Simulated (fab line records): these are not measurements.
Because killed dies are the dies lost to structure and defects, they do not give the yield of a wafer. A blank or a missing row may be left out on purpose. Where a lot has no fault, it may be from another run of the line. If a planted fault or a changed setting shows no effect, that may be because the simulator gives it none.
8D (eight disciplines) problem report, filled in by code ; flow gf180mcu ; the parts of the form that need people (team, actions taken, sign-off) are left out

## 1. THE PROBLEM
Wafers with no fault read 280.3 nm with a standard deviation of 1.2, whereas cd nm at GF_M4_CD_MEAS_14 reads a mean of 294.8 nm on 1 wafer of 1 lot. Measured from the usual mean, that is +12 standard deviations.
The step: target cd 280 nm.
Earliest sighting: wafer L152.2 on cd sem-01 at day 26 07:40. At this step, 38 wafers from 13 lots have a number in the record. The rule behind "out" and "out of limits": a value lying over 4 standard deviations away from the usual mean. Any other wafer with a number is counted as sound.

## 2. WHAT IT IS; WHAT IT IS NOT
question;is;is not
which readings at this step;cd nm;-
which lots;L152;L145, L147, L148, L159, L161, L162, L163, L164, L165, L166, L167, L168
which wafers of those lots;L152.2;L152.4
read on which gauges;cd sem-01;cd sem-02
when;from day 26 07:40;"up to then (10 sound wafers); but 27 sound wafers of L159, L161, L162, L163, L164, L165, L166, L167, L168 came after"

## 3. SUSPECTS, AND WHAT RULES EACH OUT
Counting: any tool at a process step up to the reading remains a suspect provided it ran every lot that is out. Sound lots after the first of them don't rule it out here, since some wafers of a struck lot are sound.
- ruled out: the gauge at GF_M4_CD_MEAS_14. All the wafers that are out were read on cd sem-01, but those of them that GF_M4_PEB_12 has rows for are out there too, on other tools.
- pecvd-01 at GF_V3_CVD_02 (deposits SiO2 from TEOS, target thk 850 nm, time 94.851 s): kept. It ran the lot that is out, L152 (day 24 10:31).
- pvd sputter-04 at GF_M4_SPUTTER_00 (material Ti, target thk 37.5 nm, time 150 s): kept. It processed L152, the lot that is out, at day 25 10:47, and its most recent sound lot before then was L148 at day 23 18:22.
- litho track-03 at GF_M4_PEB_12 (peb time 90 s): kept. It processed L152, the lot that is out, at day 26 07:20, and its most recent sound lot before then was L147 at day 24 05:04. Its own heater power total W readings are out on those wafers.
- The sound lot-mates ran in chamber 1 of pecvd-01 at GF_V3_CVD_02, but the wafers that are out ran in chamber 0.
After the count, these remain: pecvd-01 at GF_V3_CVD_02, pvd sputter-04 at GF_M4_SPUTTER_00 and litho track-03 at GF_M4_PEB_12.

## 4. THE CAUSE (what the simulator had put in)
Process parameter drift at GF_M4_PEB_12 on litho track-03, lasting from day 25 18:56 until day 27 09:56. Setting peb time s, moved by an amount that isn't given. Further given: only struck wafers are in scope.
This tool is one of the 3 suspects left after counting.

## 5. SEQUENCE OF EFFECTS, ordered by route
Each row: a reading whose mean over the struck wafers that have a number lies more than 3 standard deviations from the usual. Only readings whose record carries a usual standard deviation are examined. hours: median over the lots of the time between each lot's start at the first step of this table that gives one and its start at this step. sigmas: the change, counted in usual standard deviations.
hours;step;reading;usual;on struck wafers;change;sigmas
0;GF_M4_PEB_12;heater power total W;85.69 W;102.36;+16.67;+99 or more
0;GF_M4_CD_MEAS_14;cd nm;280.3 nm;294.8;+14.5;+12
It contains these process steps:
- GF_M4_PEB_12: peb time 90 s.
Readings that are blank on the struck wafers while sound wafers have them: plate temp C at GF_M4_PEB_12.

## 6. WHAT WOULD HAVE CAUGHT IT SOONER
13 hours passed between the start of the fault at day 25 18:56 and the first reading out of limits at a measuring or inspecting step in this record, taken at day 26 07:40.
At GF_M4_PEB_12, the tool's own readings (heater power total W) were out on each struck wafer the step has a row for, so an alarm limit on them would have fired on the first such wafer.
By day 26 07:40, every lot that is out (1) had started GF_M4_PEB_12 on litho track-03. Had the tool been put on hold then, not one of them would have been saved.
